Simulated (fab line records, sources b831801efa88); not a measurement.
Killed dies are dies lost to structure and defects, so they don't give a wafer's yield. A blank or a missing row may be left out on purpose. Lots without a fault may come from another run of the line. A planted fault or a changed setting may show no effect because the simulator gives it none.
A struck lot beside a sound one | flow gf180mcu | 26 steps out of a route of 602
Sound: wafers L260.1, L260.2, L260.3. Struck: wafer L273.5. (L273.1, L273.6 of the same lot were not struck and are left out.) The cause comes at the end.
At each step with rows: each side's tool, then ch and its chambers, then its first start. Under that, the readings that differ: sound wafers | struck wafers | difference of the means | sigmas: that difference in standard deviations of wafers without a fault.
alike: readings whose means differ by less than 2 such deviations, and words and numbers that are the same on both sides. not compared: withheld readings, readings that some wafer has no value for, bounds like >300 that may hide the same value, and numbers for which the record gives no deviation and whose values overlap.
The two part at a step that has a row with sigmas, a row that says differs or no value, or rows on one side only. Numbers that don't overlap but have no deviation are shown without sigmas and don't part them. A reading that every wafer of one side lacks parts them only if that side has two wafers or more.

first, 6 steps without rows for these wafers: GF_TOP_METAL_HMDS_08 (prime time 60 s); GF_TOP_METAL_COAT_09 (resist thk 1500 nm); GF_TOP_METAL_SOFTBAKE_10 (time 60 s); GF_TOP_METAL_EXPOSE_11 (exposes mask MetalTop, target cd 440 nm); GF_TOP_METAL_PEB_12; GF_TOP_METAL_DEVELOP_13 (develop time 58.26 s).
GF_TOP_METAL_CD_MEAS_14: target cd 440 nm.
  sound on cd_sem-02, day 30 22:45; struck on cd_sem-02, day 34 00:17
  alike: cd_nm
GF_TOP_METAL_OVL_MEAS_15:
  sound on overlay-02, day 30 22:52; struck on overlay-02, day 34 00:25
  reading            | sound        | struck | difference | sigmas
  TOP_METAL_OVL (nm) | 1.1 -0.3 0.3 | -3.7   | -4.1       | -3
GF_TOP_METAL_METAL_ETCH_16: etches the open film in Cl2/BCl3, stops on SiO2, target depth 1077.5 nm, time 179.6 s.
  sound on rie_metal-04 ch 0, day 30 22:54; struck on rie_metal-01 ch 0, day 34 00:27
  alike: drypump_motor_current_A, oes_product_au, throttle_valve_pct
  not compared: rf_hours_counter_h
GF_TOP_METAL_STRIP_17: strips in O2/N2.
  sound on plasma_asher-02 ch 0,1, day 30 23:15; struck on plasma_asher-02 ch 1, day 34 00:37
  alike: drypump_motor_current_A, heater_power_w, oes_product_au, strip_time_to_endpoint_s
  not compared: rf_hours_counter_h
then, 2 steps without rows for these wafers: GF_TOP_METAL_STRIP_18 (strips in post etch residue remover, time 1200 s); GF_TOP_METAL_CLEAN_19 (cleans in DIW).
GF_PASSIVATION_CVD_00: deposits SiO2 from TEOS, target thk 1000 nm, time 111.95 s.
  sound on pecvd-03 ch 0,1,2, day 30 23:50; struck on pecvd-03 ch 1, day 34 01:14
  reading                                      | sound             | struck | difference | sigmas
  model.SiO2_of_PASSIVATION_CVD_00.thk_nm (nm) | 990.2 973.8 981.9 | 954.5  | -27.5      |
  alike: heater_power_w
GF_PASSIVATION_THK_MEAS_01:
  sound on film_metro-04, day 30 23:55; struck on film_metro-04, day 34 01:33
  alike: PASSIVATION_CVD_00_THK
  not compared: hold
GF_PASSIVATION_CVD_02: deposits Si3N4, target thk 700 nm, time 486.18 s.
  sound on pecvd-04 ch 0,1,2, day 30 23:58; struck on pecvd-01 ch 2, day 34 06:59
  reading | sound | struck                   | difference                   | sigmas
  hold    | - - - | await_dispo/5.4h/release | no value on the sound wafers |
  alike: heater_power_w
GF_PASSIVATION_THK_MEAS_03:
  sound on film_metro-01, day 31 00:16; struck on film_metro-04, day 34 07:19
  reading                     | sound       | struck | difference | sigmas
  PASSIVATION_CVD_02_THK (nm) | 691 679 677 | 711    | +29        | +3
then, 7 steps without rows for these wafers: GF_PASSIVATION_DEHYDRATE_04 (time 60 s); GF_PASSIVATION_HMDS_05 (prime time 60 s); GF_PASSIVATION_COAT_06 (resist thk 4000 nm); GF_PASSIVATION_SOFTBAKE_07; GF_PASSIVATION_EXPOSE_08 (exposes mask Pad, target cd 40000 nm); GF_PASSIVATION_PEB_09; GF_PASSIVATION_DEVELOP_10 (develop time 60 s).
GF_PASSIVATION_ETCH_11: etches the open film in CF4/O2, stops on TiN, target depth 1800 nm, time 400 s.
  sound on rie_diel-03 ch 0,1,3, day 31 17:30; struck on rie_diel-04 ch 1, day 34 15:39
  alike: drypump_motor_current_A, oes_product_au, throttle_valve_pct
  not compared: rf_hours_counter_h, model.PASSIVATION.feature_depth_nm, model.etch.depth_nm
GF_PASSIVATION_STRIP_12: strips in O2/N2.
  sound on plasma_asher-04 ch 0,1, day 31 17:44; struck on plasma_asher-02 ch 1, day 34 15:53
  reading                     | sound       | struck | difference | sigmas
  drypump_motor_current_A (A) | 5.9 5.9 5.9 | 5.0    | -0.9       | -2
  heater_power_w (W)          | 363 295 367 | 242    | -100       | -2
  alike: oes_product_au, strip_time_to_endpoint_s
  not compared: rf_hours_counter_h
then, 1 step without rows for these wafers: GF_PASSIVATION_PROBE_99.

WHERE THEY PART
First at GF_TOP_METAL_OVL_MEAS_15; last, within this record, at GF_PASSIVATION_STRIP_12.

WHY: what the simulator had put in
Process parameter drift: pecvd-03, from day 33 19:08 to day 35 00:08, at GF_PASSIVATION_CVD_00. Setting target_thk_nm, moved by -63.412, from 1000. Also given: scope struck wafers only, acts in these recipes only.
